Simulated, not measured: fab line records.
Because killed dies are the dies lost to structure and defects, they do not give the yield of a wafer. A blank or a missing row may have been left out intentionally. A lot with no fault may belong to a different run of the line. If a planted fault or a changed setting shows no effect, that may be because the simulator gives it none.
Which tool did it?	flow sky130	36 wafers from 12 lots sampled at 4 of the route's 708 steps

## WHAT THE GAUGES SHOWED, per wafer
SKY_SD_P_CD_MEAS_07: the cd target is 380 nm. Usual: 380.3 nm for cd_nm, sd 2.5.
lot	measured	on	cd_nm (nm)	flag
L281	day 25 05:25	cd_sem-02	382.3 382.7 385.2	
L282	day 26 18:23	cd_sem-02	384.1 380.9 382.4	
L283	day 26 18:29	cd_sem-01	381.4 379.9 383.3	
L287	day 27 09:37	cd_sem-01	378.6 380.4 379.8	
L289	day 28 11:26	cd_sem-02	380.6 381.1 382.0	
L294	day 30 04:15	cd_sem-02	378.2 378.1 376.8	
L295	day 30 04:16	cd_sem-01	378.1 378.8 376.9	
L300	day 32 02:22	cd_sem-02	379.0 379.8 381.3	
L301	day 32 15:10	cd_sem-01	383.3 381.4 383.2	
L302	day 33 09:46	cd_sem-01	380.4 380.6 378.8	
L304	day 34 02:04	cd_sem-02	377.3 381.3 380.1	
L303	day 34 05:22	cd_sem-02	380.1 379.9 379.4	

SKY_LI_CONTACT_CD_MEAS_12: the cd target is 170 nm. Usual: 170.5 nm for cd_nm, sd 1.7.
lot	measured	on	cd_nm (nm)	flag
L281	day 28 22:10	cd_sem-01	169.5 170.9 167.7	
L282	day 30 08:47	cd_sem-01	170.4 170.3 169.4	
L283	day 30 09:25	cd_sem-01	169.5 169.4 169.9	
L287	day 31 00:36	cd_sem-01	171.2 172.2 169.7	
L289	day 32 01:05	cd_sem-02	170.8 170.5 170.6	
L294	day 33 14:27	cd_sem-02	137.6 138.9 139.0	OFF
L295	day 33 15:34	cd_sem-01	172.4 173.0 172.5	
L300	day 35 11:46	cd_sem-01	169.1 168.9 169.5	
L301	day 36 01:34	cd_sem-02	168.6 169.5 168.3	
L302	day 36 18:10	cd_sem-01	171.2 172.8 171.4	
L304	day 37 11:19	cd_sem-02	169.4 169.3 169.4	
L303	day 37 13:10	cd_sem-01	168.4 169.2 168.2	

## EACH LOT AND THE TOOL THAT RAN IT (in order: tool; ch and the chambers of the sampled wafers; start)
lot	SKY_SPACER_ETCHBACK_02	SKY_LI_CONTACT_EXPOSE_09
L281	rie_diel-03 ch 0,1,3, day 22 16:47	krf_scanner-02 ch 0, day 28 08:13
L282	rie_diel-03 ch 0,3, day 24 06:43	krf_scanner-02 ch 0, day 29 19:17
L283	rie_diel-04 ch 0,1, day 24 06:43	krf_scanner-01 ch 0, day 29 19:38
L287	rie_diel-03 ch 0,2,3, day 24 21:35	krf_scanner-02 ch 0, day 30 10:48
L289	rie_diel-03 ch 0,1,3, day 26 02:05	krf_scanner-01 ch 0, day 31 11:33
L294	rie_diel-04 ch 2,3, day 27 20:16	krf_scanner-02 ch 0, day 33 01:41
L295	rie_diel-03 ch 0,1,2, day 27 20:16	krf_scanner-02 ch 0, day 33 02:11
L300	rie_diel-03 ch 1,2,3, day 29 18:39	krf_scanner-02 ch 0, day 34 22:51
L301	rie_diel-04 ch 0,1,3, day 30 08:25	krf_scanner-02 ch 0, day 35 12:19
L302	rie_diel-02 ch 0,2, day 31 04:41	krf_scanner-02 ch 0, day 36 05:34
L304	rie_diel-04 ch 1,3, day 31 21:43	krf_scanner-02 ch 0, day 36 22:28
L303	rie_diel-03 ch 1,2,3, day 31 23:59	krf_scanner-02 ch 0, day 37 00:32
- SKY_SPACER_ETCHBACK_02: etches Si3N4 in CH3F/O2, stops on SiO2, time 46.7 s, target depth 45 nm.
- SKY_LI_CONTACT_EXPOSE_09: exposes mask LICM1, target cd 170 nm.

## AS READ BY THE TOOLS THEMSELVES (means over the sampled wafers that have a number; for cases with no such wafer, the mark the record gives instead)
SKY_SPACER_ETCHBACK_02. Usual: drypump_motor_current_A 5.6 A, standard deviation 0.42; oes_product_au 0.857 a.u., standard deviation 0.0053; throttle_valve_pct 10.563 %, standard deviation 0.0081.
lot	tool	drypump_motor_current_A (A)	oes_product_au (a.u.)	throttle_valve_pct (%)	flag
L281	rie_diel-03	5.3	0.865	10.566	
L282	rie_diel-03	5.3	0.854	10.559	
L283	rie_diel-04	5.8	0.854	10.565	
L287	rie_diel-03	5.4	0.855	10.561	
L289	rie_diel-03	5.3	0.860	10.562	
L294	rie_diel-04	5.9	0.852	10.563	
L295	rie_diel-03	5.4	0.861	10.564	
L300	rie_diel-03	5.3	0.857	10.562	
L301	rie_diel-04	6.0	0.855	10.565	
L302	rie_diel-02	5.8	0.860	10.569	
L304	rie_diel-04	6.4	0.856	10.563	
L303	rie_diel-03	5.3	0.856	10.566	

SKY_LI_CONTACT_EXPOSE_09. Usual: stage_vel_mm_s 499.95 mm/s, standard deviation 0.26.
lot	tool	stage_vel_mm_s (mm/s)	flag
L281	krf_scanner-02	500.16	
L282	krf_scanner-02	499.96	
L283	krf_scanner-01	500.09	
L287	krf_scanner-02	499.95	
L289	krf_scanner-01	499.71	
L294	krf_scanner-02	499.98	
L295	krf_scanner-02	500.03	
L300	krf_scanner-02	499.76	
L301	krf_scanner-02	499.70	
L302	krf_scanner-02	500.04	
L304	krf_scanner-02	500.00	
L303	krf_scanner-02	499.79	

## THE ANSWER, worked out from the rows above alone
Rule: lot off if the mean of its wafers having a number is beyond 3 standard deviations from the usual mean. A lot without any number at a reading at which 4 lots or more have one is off too. Where the step has rows for the other lots, those lots are counted as sound. The gauges are gone through in route order, then the tools' own readings, and for those a lot's mean is taken as printed above. At the first step where some lot is off, the reading lying furthest off is the one used; lots without a number count as furthest.
Off: L294, at SKY_LI_CONTACT_CD_MEAS_12 (cd_nm).
If a tool, at a process step before that reading, ran all the lots that are off and no sound lot after the first of them, it fits. Gauges at SKY_LI_CONTACT_CD_MEAS_12: tried the same way as those tools. None of those tried fits.

## WHAT THE SIMULATOR PUT IN
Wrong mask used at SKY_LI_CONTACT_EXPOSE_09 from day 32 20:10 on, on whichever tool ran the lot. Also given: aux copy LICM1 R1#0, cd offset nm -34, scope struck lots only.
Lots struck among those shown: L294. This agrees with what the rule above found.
